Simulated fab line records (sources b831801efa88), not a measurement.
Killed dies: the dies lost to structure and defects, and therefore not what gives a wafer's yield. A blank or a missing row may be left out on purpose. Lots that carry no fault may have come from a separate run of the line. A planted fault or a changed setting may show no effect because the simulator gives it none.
A lot that was struck, set against a sound lot + flow sfqLine + 15 out of 325 route steps
Sound: wafers L923.2, L923.3, L923.4. Struck: wafer L919.6; the same lot's L919.1 was not struck, so it is left out; see the end for the cause.
At each step with rows: each side's tool, then ch and its chambers, then its first start. Under that, the readings that differ: sound wafers + struck wafers + difference of the means + sigmas: that difference in standard deviations of wafers without a fault.
alike: same words and numbers on both sides, and readings whose means sit less than 2 such deviations apart. not compared: any withheld reading, any reading some wafer has no value for, any bound like >300 that may hide the same value, and any number with overlapping values for which the record gives no deviation.
The two part at a step that has a row with sigmas, a row that says differs or no value, or rows on one side only. Numbers that don't overlap but have no deviation are shown without sigmas and don't part them. A reading that every wafer of one side lacks parts them only if that side has two wafers or more.

first, 1 step without rows for these wafers: SFQ_TRILAYER_M3_STRIP_SOLV_CLEAN_080 (cleans in NMP, time 600 s).
SFQ_TRILAYER_I3_DEP_PECVD_081: deposits SiO2 from SiH4/N2O, time 111.11 s, target thk 500 nm.
  sound on pecvd-02 ch 0,1,2, day 50 22:02; struck on pecvd-02 ch 2, day 42 14:16
  alike: chamberPressureTorr, heaterPowerW, throttleValvePct
SFQ_TRILAYER_I3_CMP_CMP_082: polishes SiO2.
  sound on cmp-02 ch 0,1,3, day 51 00:07; struck on cmp-01 ch 0, day 42 16:51
  alike: motorCurrentA, slurryFilterDpKPa, slurryFlowMlMin, timeToEndpointS
SFQ_I3_BOW_MEAS_922:
  sound: filmMetro-04 at day 51 03:08; struck: filmMetro-01 at day 42 17:21
  alike: I3_BOW
SFQ_TRILAYER_I3_METRO_MEASURE_083:
  sound: filmMetro-04 at day 51 03:26; struck: filmMetro-01 at day 42 18:28
  alike: thkNm
then, 6 steps without rows for these wafers: SFQ_TRILAYER_I3_VIA_LITHO_COAT_090 (resist thk 62 nm); SFQ_TRILAYER_I3_VIA_LITHO_COAT_085 (resist thk 650 nm); SFQ_TRILAYER_I3_VIA_LITHO_SOFTBAKE_089; SFQ_TRILAYER_I3_VIA_LITHO_EXPOSE_086 (exposes mask I3, target cd 500 nm); SFQ_TRILAYER_I3_VIA_LITHO_PEB_088 (peb time 60 s); SFQ_TRILAYER_I3_VIA_LITHO_DEVELOP_087 (time 60 s).
-- the record jumps here: 6 days lie between the struck wafers' starts before and after --
SFQ_I3_OVL_MEAS_923:
  sound: overlay-01 at day 51 06:41; struck: overlay-02 at day 48 18:38
| reading     | sound | struck | difference | sigmas |
|-------------|-------|--------|------------|--------|
| I3_OVL (nm) | 1 5 4 | 15     | +12        | +2     |
SFQ_TRILAYER_I3_VIA_BARC_OPEN_VIA_ETCH_121: etches BARC in O2, target depth 125 nm, time 41.7 s.
  sound on rieDiel-04 ch 0,1,3, day 51 06:43; struck on rieDiel-03 ch 2, day 48 18:40
| reading                                                | sound             | struck | difference | sigmas |
|--------------------------------------------------------|-------------------|--------|------------|--------|
| model.KrF_of_TRILAYER_I3_VIA_LITHO_COAT_085.thkNm (nm) | 575.2 574.5 577.9 | 582.5  | +6.6       |        |
  alike: drypumpMotorCurrentA, oesProductAu
  not compared: rfHoursCounterH
SFQ_TRILAYER_I3_VIA_ETCH_VIA_ETCH_088: etches SiO2 in CHF3, stops on Nb, target depth 260 nm.
  sound on rieDiel-04 ch 0,1,3, day 51 06:45; struck on rieDiel-03 ch 2, day 48 18:43
| reading                                                | sound             | struck | difference | sigmas |
|--------------------------------------------------------|-------------------|--------|------------|--------|
| model.KrF_of_TRILAYER_I3_VIA_LITHO_COAT_085.thkNm (nm) | 530.9 529.6 535.5 | 537.9  | +5.9       |        |
  alike: drypumpMotorCurrentA, oesProductAu
SFQ_TRILAYER_I3_VIA_STRIP_STRIP_089: strips in O2.
  sound on rieMetal-02 ch 0,1, day 51 06:52; struck on rieMetal-02 ch 1, day 48 19:49
  alike: drypumpMotorCurrentA, oesProductAu
  not compared: rfHoursCounterH

== WHERE THEY PART ==
Only at SFQ_I3_OVL_MEAS_923, within this record. Later steps at which nothing parts them and some readings are alike: SFQ_TRILAYER_I3_VIA_BARC_OPEN_VIA_ETCH_121, SFQ_TRILAYER_I3_VIA_ETCH_VIA_ETCH_088, SFQ_TRILAYER_I3_VIA_STRIP_STRIP_089.

WHY: whatever the simulator had introduced
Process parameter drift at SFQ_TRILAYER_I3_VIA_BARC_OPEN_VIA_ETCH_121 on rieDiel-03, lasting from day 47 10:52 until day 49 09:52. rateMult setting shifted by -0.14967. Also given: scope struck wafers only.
